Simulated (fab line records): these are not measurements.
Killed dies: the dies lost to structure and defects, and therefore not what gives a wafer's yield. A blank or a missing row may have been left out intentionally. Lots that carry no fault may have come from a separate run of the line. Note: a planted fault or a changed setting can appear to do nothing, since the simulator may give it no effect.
Commonality check across tools	flow sky130	15 lots and 45 wafers in the sample

== WHY IT WAS OPENED ==
3 of 15 lots carry a flag on the reading VT_ADJUST_HVTR_TW at SKY_VT_ADJUST_HVTR_TW_MEAS_11. Wafers without a fault read 210.1, standard deviation 2.8.
Rule: a lot is flagged in two cases, either no wafer of it has a number, or all its wafers with numbers fall more than 4 standard deviations from that mean. The rest of the lots are taken to be sound.

lot	measured	on	VT_ADJUST_HVTR_TW, wafer by wafer	flag
L602	day 9 09:02	film metro-03	211.3 211.0 211.4	
L604	day 9 23:17	film metro-04	210.9 210.9 211.6	
L606	day 10 11:37	film metro-04	211.5 212.0 212.2	
L607	day 10 20:47	film metro-04	212.8 212.6 213.0	
L608	day 11 03:55	film metro-01	206.6 207.0 207.9	
L609	day 11 05:50	film metro-03	211.2 212.0 212.3	
L610	day 11 15:08	film metro-03	210.9 211.3 212.6	
L611	day 12 04:54	film metro-04	262.2 261.2 262.4	FLAGGED
L615	day 13 10:26	film metro-01	251.9 251.5 253.2	FLAGGED
L618	day 14 07:37	film metro-03	212.6 212.4 211.8	
L619	day 14 21:22	film metro-03	212.5 212.9 212.0	
L620	day 14 22:25	film metro-01	254.0 253.7 252.9	FLAGGED
L622	day 15 16:19	film metro-01	208.2 207.8 209.1	
L623	day 16 02:01	film metro-01	209.7 210.5 210.4	
L625	day 16 15:47	film metro-03	211.9 211.7 210.0	
On average the flagged lots' numbers are 255.9, which is +45.8 against the usual, or +16 standard deviations.

== TOOL THAT RAN EACH LOT ==
The record holds 1 process step before the reading, out of a route of 708 steps. Every cell lists first the tool, next ch and the chambers used by the sampled wafers, and last the start.
lot	flag	SKY_VT_ADJUST_HVTR_IMPLANT_09
L602		implanter-01 ch 0, day 9 08:47
L604		implanter-03 ch 0, day 9 23:02
L606		implanter-03 ch 0, day 10 11:23
L607		implanter-02 ch 0, day 10 20:34
L608		implanter-02 ch 0, day 11 03:40
L609		implanter-02 ch 0, day 11 05:38
L610		implanter-01 ch 0, day 11 14:53
L611	FLAGGED	implanter-02 ch 0, day 12 04:02
L615	FLAGGED	implanter-02 ch 0, day 13 09:53
L618		implanter-01 ch 0, day 14 07:23
L619		implanter-03 ch 0, day 14 21:07
L620	FLAGGED	implanter-01 ch 0, day 14 21:46
L622		implanter-02 ch 0, day 15 16:04
L623		implanter-01 ch 0, day 16 01:48
L625		implanter-03 ch 0, day 16 15:32
What is done by these steps:
- SKY_VT_ADJUST_HVTR_IMPLANT_09
- SKY_VT_ADJUST_HVTR_TW_MEAS_11

== FLAGGED OVER TOTAL, TOOL BY TOOL (the gauges that took the reading come last) ==
step	tool	lots run	flagged	share of the flagged lots	sound lots run after its first flagged lot
SKY_VT_ADJUST_HVTR_IMPLANT_09	implanter-01	5	1	some	1 (L623)
SKY_VT_ADJUST_HVTR_IMPLANT_09	implanter-02	6	2	some	1 (L622)
SKY_VT_ADJUST_HVTR_IMPLANT_09	implanter-03	4	0	none	-
SKY_VT_ADJUST_HVTR_TW_MEAS_11	film metro-01	5	2	some	2 (L622,L623)
SKY_VT_ADJUST_HVTR_TW_MEAS_11	film metro-03	6	0	none	-
SKY_VT_ADJUST_HVTR_TW_MEAS_11	film metro-04	4	1	some	0

== THE TABLE: WHAT IT ALLOWS ==
No row of the table ran every flagged lot.

== WHAT WAS PUT IN BY THE SIMULATOR ==
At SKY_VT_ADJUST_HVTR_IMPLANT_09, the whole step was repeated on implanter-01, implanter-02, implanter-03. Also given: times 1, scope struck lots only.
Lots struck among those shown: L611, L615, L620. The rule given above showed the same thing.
